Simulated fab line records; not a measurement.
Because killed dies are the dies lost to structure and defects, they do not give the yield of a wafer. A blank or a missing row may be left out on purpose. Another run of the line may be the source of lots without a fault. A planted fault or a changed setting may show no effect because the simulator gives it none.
The tool behind it: which one? + flow sky130 + 11 lots, 33 wafers sampled, at 4 steps of a route of 708

== WHAT THE GAUGES SHOWED, per wafer ==
SKY_PWDE_TW_MEAS_10.
| lot  | measured    | on           | PWDE_TW           |
|------|-------------|--------------|-------------------|
| L820 | day 5 01:15 | filmMetro-01 | 375.1 374.4 374.6 |
| L822 | day 5 02:25 | filmMetro-04 | 374.5 374.9 374.3 |
| L821 | day 5 03:03 | filmMetro-02 | 382.4 383.1 380.3 |
| L823 | day 5 14:43 | filmMetro-01 | 374.3 376.8 372.7 |
| L824 | day 6 04:52 | filmMetro-01 | 378.6 378.0 379.3 |
| L826 | day 6 05:15 | filmMetro-01 | 377.7 378.4 377.9 |
| L827 | day 6 06:34 | filmMetro-04 | 375.4 373.6 376.5 |
| L828 | day 6 14:34 | filmMetro-02 | 378.5 379.5 378.4 |
| L830 | day 6 21:12 | filmMetro-04 | 374.4 373.8 375.0 |
| L832 | day 7 09:44 | filmMetro-02 | 392.9 393.1 393.5 |
| L833 | day 7 09:55 | filmMetro-04 | 390.0 389.4 390.8 |

SKY_NWELL_RS_MEAS_31: a four-point-probe measurement.
| lot  | measured    | on           | PWDE_RS (ohm/sq) |
|------|-------------|--------------|------------------|
| L820 | day 6 14:17 | filmMetro-04 | 5284 5275 5281   |
| L822 | day 6 15:11 | filmMetro-02 | 5265 5279 5260   |
| L821 | day 6 16:18 | filmMetro-01 | 5268 5265 5274   |
| L823 | day 7 04:41 | filmMetro-01 | 5297 5293 5299   |
| L824 | day 7 18:55 | filmMetro-02 | 5248 5270 5244   |
| L826 | day 7 19:53 | filmMetro-04 | 5257 5255 5262   |
| L827 | day 7 22:04 | filmMetro-01 | 5273 5268 5277   |
| L828 | day 8 07:02 | filmMetro-01 | 5316 5306 5313   |
| L830 | day 8 13:25 | filmMetro-01 | 5277 5246 5257   |
| L832 | day 9 03:38 | filmMetro-01 | 4798 4791 4797   |
| L833 | day 9 04:02 | filmMetro-02 | 4770 4777 4767   |

SKY_POLY_GATE_THK_MEAS_21.
| lot  | measured     | on           | POLY_GATE_OXIDATION_THK (nm) |
|------|--------------|--------------|------------------------------|
| L820 | day 18 02:08 | filmMetro-04 | 4.03 4.08 3.96               |
| L822 | day 18 08:44 | filmMetro-01 | 3.95 3.98 3.92               |
| L821 | day 18 08:46 | filmMetro-03 | 4.04 4.06 4.02               |
| L823 | day 19 02:53 | filmMetro-03 | 3.88 3.95 3.84               |
| L824 | day 20 01:57 | filmMetro-04 | 4.02 4.03 3.95               |
| L826 | day 20 06:16 | filmMetro-04 | 3.88 3.94 3.99               |
| L827 | day 20 11:23 | filmMetro-03 | 3.96 3.92 3.96               |
| L828 | day 20 18:23 | filmMetro-03 | 3.99 4.04 3.99               |
| L830 | day 20 23:32 | filmMetro-01 | 3.92 3.89 3.91               |
| L832 | day 21 21:34 | filmMetro-04 | 4.05 4.07 4.05               |
| L833 | day 22 04:44 | filmMetro-01 | 3.95 4.00 4.05               |

== WHICH TOOL RAN EACH LOT (tool, then ch and the chambers of the sampled wafers, then the start) ==
| lot  | SKY_PWDE_IMPLANT_08            |
|------|--------------------------------|
| L820 | implanter-04 ch 0, day 5 01:00 |
| L822 | implanter-02 ch 0, day 5 02:10 |
| L821 | implanter-04 ch 0, day 5 02:50 |
| L823 | implanter-02 ch 0, day 5 14:28 |
| L824 | implanter-01 ch 0, day 6 04:38 |
| L826 | implanter-02 ch 0, day 6 05:00 |
| L827 | implanter-02 ch 0, day 6 06:20 |
| L828 | implanter-02 ch 0, day 6 14:20 |
| L830 | implanter-01 ch 0, day 6 20:58 |
| L832 | implanter-02 ch 0, day 7 09:29 |
| L833 | implanter-02 ch 0, day 7 09:41 |
- SKY_PWDE_IMPLANT_08

== WHAT THE TOOLS THEMSELVES READ (means of the sampled wafers that have a number; where no wafer has one, the mark that the record gives instead) ==
SKY_PWDE_IMPLANT_08.
| lot  | tool         | doseIonsCm2 | faradayCurrentUA |
|------|--------------|-------------|------------------|
| L820 | implanter-04 | 3.6e+12     | 20.3             |
| L822 | implanter-02 | 3.6e+12     | 20.5             |
| L821 | implanter-04 | 3.6e+12     | 20.1             |
| L823 | implanter-02 | 3.6e+12     | 20.2             |
| L824 | implanter-01 | 3.6e+12     | 20.9             |
| L826 | implanter-02 | 3.6e+12     | 20.4             |
| L827 | implanter-02 | 3.6e+12     | 20.6             |
| L828 | implanter-02 | 3.6e+12     | 19.8             |
| L830 | implanter-01 | 3.6e+12     | 20.1             |
| L832 | implanter-02 | 4.1e+12     | 22.8             |
| L833 | implanter-02 | 4.1e+12     | 22.8             |

== THE ANSWER, worked out from the rows above alone ==
Rule: the usual values come from the lots themselves. The widest of any qualifying gaps counts: lots, ordered by their means at a reading, are off when they make up no more than a third of the lots, leave a main group of 4 or more, and stand apart from it by 3 or more times the standard deviation of that group's means. The tables above print the reading to a certain number of digits; a main group whose means all agree to those digits is not used. Also off: a lot with no number at a reading for which 4 or more lots have one. The other lots that the step has rows for count as sound. After the gauges, taken in route order, come the tools' own readings; for these a lot's mean is taken, as printed above. At the first step where some lot is off, the reading lying furthest off is the one used; lots without a number count as furthest.
Off: L832, L833, at SKY_PWDE_TW_MEAS_10 (PWDE_TW). Mean 376.8 and standard deviation 2.5 in the main group.
If a tool, at a process step before that reading, ran all the lots that are off and no sound lot after the first of them, it fits. Not tried: the gauges at SKY_PWDE_TW_MEAS_10; whatever is off there is also off at SKY_PWDE_IMPLANT_08, on other tools, and gauge error can't account for it. One fits: implanter-02 at SKY_PWDE_IMPLANT_08. A fault onset in the window from L828 (day 6 14:20, its last sound lot) to L832 (day 7 09:29, its first lot off) fits.
The tool's own readings at SKY_PWDE_IMPLANT_08 bear it out: on the lots that are off they differ by more than 5 times the standard deviation of the sound lots' means. doseIonsCm2 reads 4.1e+12 there against 3.6e+12 on the sound lots; faradayCurrentUA reads 22.8 there against 20.3 on the sound lots.

== WHAT WAS PUT IN BY THE SIMULATOR ==
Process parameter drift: implanter-02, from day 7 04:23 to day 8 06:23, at SKY_PWDE_IMPLANT_08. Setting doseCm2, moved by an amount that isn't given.
Struck lots among those shown: L832, L833. The same result came from the rule above.
